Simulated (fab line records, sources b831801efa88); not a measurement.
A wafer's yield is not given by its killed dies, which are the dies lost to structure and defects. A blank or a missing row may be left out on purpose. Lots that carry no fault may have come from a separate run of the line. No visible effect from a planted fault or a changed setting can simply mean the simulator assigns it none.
The tool behind it: which one? + flow sky130 + 13 lots with 39 wafers sampled at 5 steps, on a route of 708 steps

WHAT THE GAUGES SHOWED, per wafer
SKY_VT_ADJUST_NCORE_TW_MEAS_11.
| lot  | measured     | on            | VT_ADJUST_NCORE_TW |
|------|--------------|---------------|--------------------|
| L432 | day 9 02:07  | film-metro-01 | 223.5 223.2 223.5  |
| L434 | day 9 09:08  | film-metro-04 | 222.6 221.7 221.3  |
| L436 | day 10 02:47 | film-metro-01 | 30.4 30.4 30.2     |
| L437 | day 10 09:52 | film-metro-02 | 222.5 222.9 223.1  |
| L440 | day 11 11:04 | film-metro-04 | 222.8 221.2 221.5  |
| L444 | day 12 07:17 | film-metro-01 | 220.3 221.1 220.1  |
| L445 | day 12 18:23 | film-metro-01 | 221.1 221.7 220.1  |
| L447 | day 13 08:40 | film-metro-04 | 223.9 223.3 221.9  |
| L448 | day 13 11:47 | film-metro-01 | 221.5 222.0 220.9  |
| L450 | day 14 02:25 | film-metro-01 | 221.7 221.2 220.9  |
| L451 | day 14 08:28 | film-metro-02 | 222.7 222.1 223.3  |
| L452 | day 14 15:22 | film-metro-04 | 221.7 221.5 223.7  |
| L454 | day 15 13:18 | film-metro-04 | 222.5 222.5 222.2  |

SKY_CONTACT_THK_MEAS_01.
| lot  | measured     | on            | CONTACT_CVD_00_THK (nm) |
|------|--------------|---------------|-------------------------|
| L432 | day 30 19:02 | film-metro-02 | 73.6 75.7 74.4          |
| L434 | day 31 04:37 | film-metro-02 | 74.3 76.2 74.6          |
| L436 | day 32 03:25 | film-metro-02 | 74.4 74.9 74.3          |
| L437 | day 33 02:03 | film-metro-01 | 74.1 75.0 74.5          |
| L440 | day 33 14:20 | film-metro-02 | 74.7 73.9 74.9          |
| L444 | day 34 14:02 | film-metro-04 | 74.9 75.1 75.7          |
| L445 | day 34 21:19 | film-metro-04 | 75.2 74.8 75.1          |
| L447 | day 35 19:39 | film-metro-04 | 75.2 76.5 75.2          |
| L448 | day 35 23:12 | film-metro-04 | 74.6 75.0 76.9          |
| L450 | day 36 09:36 | film-metro-01 | 74.7 73.3 76.0          |
| L451 | day 36 14:42 | film-metro-01 | 74.8 75.5 76.4          |
| L452 | day 36 19:00 | film-metro-04 | 74.8 74.8 75.7          |
| L454 | day 38 14:59 | film-metro-04 | 73.4 73.8 73.8          |

SKY_VIA1_THK_MEAS_23: measures by xrf.
| lot  | measured     | on            | VIA1_W_THK (nm) |
|------|--------------|---------------|-----------------|
| L432 | day 34 08:46 | film-metro-03 | 270 271 272     |
| L434 | day 34 19:40 | film-metro-02 | 270 264 267     |
| L436 | day 35 16:42 | film-metro-03 | 267 268 269     |
| L437 | day 36 13:52 | film-metro-02 | 273 267 264     |
| L440 | day 37 01:17 | film-metro-04 | 266 270 271     |
| L444 | day 38 00:42 | film-metro-02 | 273 270 269     |
| L445 | day 38 08:14 | film-metro-03 | 274 272 269     |
| L447 | day 39 04:27 | film-metro-03 | 270 272 269     |
| L448 | day 39 08:27 | film-metro-04 | 268 272 272     |
| L450 | day 39 18:26 | film-metro-04 | 273 271 273     |
| L451 | day 39 23:23 | film-metro-03 | 270 268 271     |
| L452 | day 40 04:30 | film-metro-02 | 268 266 267     |
| L454 | day 42 05:48 | film-metro-02 | 264 268 264     |

TOOL THAT RAN EACH LOT (tool first, then ch and the chambers of the sampled wafers, then the start)
| lot  | SKY_VT_ADJUST_LVTN_STRIP_20          | SKY_VT_ADJUST_NCORE_STRIP_10         |
|------|--------------------------------------|--------------------------------------|
| L432 | plasma-asher-01 ch 0,1, day 8 05:11  | plasma-asher-01 ch 0,1, day 9 02:01  |
| L434 | plasma-asher-01 ch 0,1, day 8 12:46  | plasma-asher-02 ch 0,1, day 9 09:02  |
| L436 | plasma-asher-03 ch 0,1, day 9 06:59  | plasma-asher-02 ch 0,1, day 10 02:41 |
| L437 | plasma-asher-02 ch 0,1, day 9 12:40  | plasma-asher-02 ch 0,1, day 10 09:47 |
| L440 | plasma-asher-02 ch 0,1, day 10 11:25 | plasma-asher-04 ch 0,1, day 11 10:58 |
| L444 | plasma-asher-02 ch 0,1, day 11 05:38 | plasma-asher-04 ch 0,1, day 12 07:11 |
| L445 | plasma-asher-01 ch 0,1, day 11 17:16 | plasma-asher-02 ch 0, day 12 18:17   |
| L447 | plasma-asher-03 ch 0,1, day 12 06:46 | plasma-asher-01 ch 0,1, day 13 08:34 |
| L448 | plasma-asher-03 ch 0, day 12 09:32   | plasma-asher-04 ch 0,1, day 13 11:41 |
| L450 | plasma-asher-01 ch 0,1, day 13 00:49 | plasma-asher-01 ch 0,1, day 14 02:19 |
| L451 | plasma-asher-02 ch 0,1, day 13 07:14 | plasma-asher-04 ch 0,1, day 14 08:22 |
| L452 | plasma-asher-02 ch 0,1, day 13 14:26 | plasma-asher-02 ch 0,1, day 14 15:16 |
| L454 | plasma-asher-03 ch 0,1, day 14 10:23 | plasma-asher-01 ch 0, day 15 13:11   |
- SKY_VT_ADJUST_LVTN_STRIP_20: strips in O2/N2.
- SKY_VT_ADJUST_NCORE_STRIP_10: strips in O2/N2.

WHAT THE TOOLS THEMSELVES READ (means of the sampled wafers that have a number; where no wafer has one, the mark that the record gives instead)
SKY_VT_ADJUST_LVTN_STRIP_20.
| lot  | tool            | drypump-motor-current-A (A) | n2-flow-sccm (sccm) | oes-product-au (a.u.) | strip-time-to-endpoint-s (s) |
|------|-----------------|-----------------------------|---------------------|-----------------------|------------------------------|
| L432 | plasma-asher-01 | 5.8                         | 298.8               | 0.716                 | 14.19                        |
| L434 | plasma-asher-01 | 5.8                         | 301.3               | 0.710                 | 14.16                        |
| L436 | plasma-asher-03 | 6.1                         | 299.8               | 0.915                 | -                            |
| L437 | plasma-asher-02 | 6.2                         | 300.8               | 0.717                 | 14.18                        |
| L440 | plasma-asher-02 | 6.2                         | 300.0               | 0.714                 | 14.23                        |
| L444 | plasma-asher-02 | 6.2                         | 299.6               | 0.717                 | 14.18                        |
| L445 | plasma-asher-01 | 6.1                         | 300.0               | 0.712                 | 14.14                        |
| L447 | plasma-asher-03 | 6.1                         | 299.5               | 0.718                 | 14.18                        |
| L448 | plasma-asher-03 | 6.3                         | 300.8               | 0.721                 | 14.08                        |
| L450 | plasma-asher-01 | 5.8                         | 299.7               | 0.720                 | 14.24                        |
| L451 | plasma-asher-02 | 6.2                         | 300.7               | 0.711                 | 14.16                        |
| L452 | plasma-asher-02 | 6.1                         | 299.7               | 0.714                 | 14.20                        |
| L454 | plasma-asher-03 | 6.1                         | 300.0               | 0.714                 | 14.19                        |

SKY_VT_ADJUST_NCORE_STRIP_10.
| lot  | tool            | drypump-motor-current-A (A) | n2-flow-sccm (sccm) | oes-product-au (a.u.) | strip-time-to-endpoint-s (s) |
|------|-----------------|-----------------------------|---------------------|-----------------------|------------------------------|
| L432 | plasma-asher-01 | 5.8                         | 299.4               | 0.715                 | 14.20                        |
| L434 | plasma-asher-02 | 6.2                         | 300.1               | 0.713                 | 14.21                        |
| L436 | plasma-asher-02 | 6.2                         | 299.0               | 0.718                 | 24.32                        |
| L437 | plasma-asher-02 | 6.1                         | 299.7               | 0.715                 | 14.19                        |
| L440 | plasma-asher-04 | 5.5                         | 301.0               | 0.718                 | 14.18                        |
| L444 | plasma-asher-04 | 5.5                         | 299.5               | 0.720                 | 14.15                        |
| L445 | plasma-asher-02 | 6.1                         | 300.5               | 0.713                 | 14.17                        |
| L447 | plasma-asher-01 | 5.8                         | 299.0               | 0.715                 | 14.21                        |
| L448 | plasma-asher-04 | 5.5                         | 300.4               | 0.716                 | 14.23                        |
| L450 | plasma-asher-01 | 6.0                         | 299.2               | 0.716                 | 14.16                        |
| L451 | plasma-asher-04 | 5.7                         | 300.3               | 0.717                 | 14.18                        |
| L452 | plasma-asher-02 | 6.2                         | 300.6               | 0.716                 | 14.14                        |
| L454 | plasma-asher-01 | 5.5                         | 300.9               | 0.719                 | 14.18                        |

THE ANSWER, worked out from the rows above alone
Rule: the usual values come from the lots themselves. The widest of any qualifying gaps counts: lots, ordered by their means at a reading, are off when they make up no more than a third of the lots, leave a main group of 4 or more, and stand apart from it by 3 or more times the standard deviation of that group's means. Not used: any main group whose means are identical at the precision the tables above print for the reading. A lot without any number at a reading at which 4 lots or more have one is off too. Any other lot the step has rows for is counted as sound. After the gauges, taken in route order, come the tools' own readings; for these a lot's mean is taken, as printed above. At the first step where some lot is off, the reading lying furthest off is the one used; lots without a number count as furthest.
Off: L436, at SKY_VT_ADJUST_NCORE_TW_MEAS_11 (VT_ADJUST_NCORE_TW). The main group has a mean of 222.0 with a standard deviation of 0.85.
If a tool, at a process step before that reading, ran all the lots that are off and no sound lot after the first of them, it fits. The gauges at SKY_VT_ADJUST_NCORE_TW_MEAS_11 aren't tried: what is off there is off at SKY_VT_ADJUST_LVTN_STRIP_20 too, on other tools, and a gauge's error can't cause that. No candidate that was tried fits.

WHAT THE SIMULATOR HAD PUT IN
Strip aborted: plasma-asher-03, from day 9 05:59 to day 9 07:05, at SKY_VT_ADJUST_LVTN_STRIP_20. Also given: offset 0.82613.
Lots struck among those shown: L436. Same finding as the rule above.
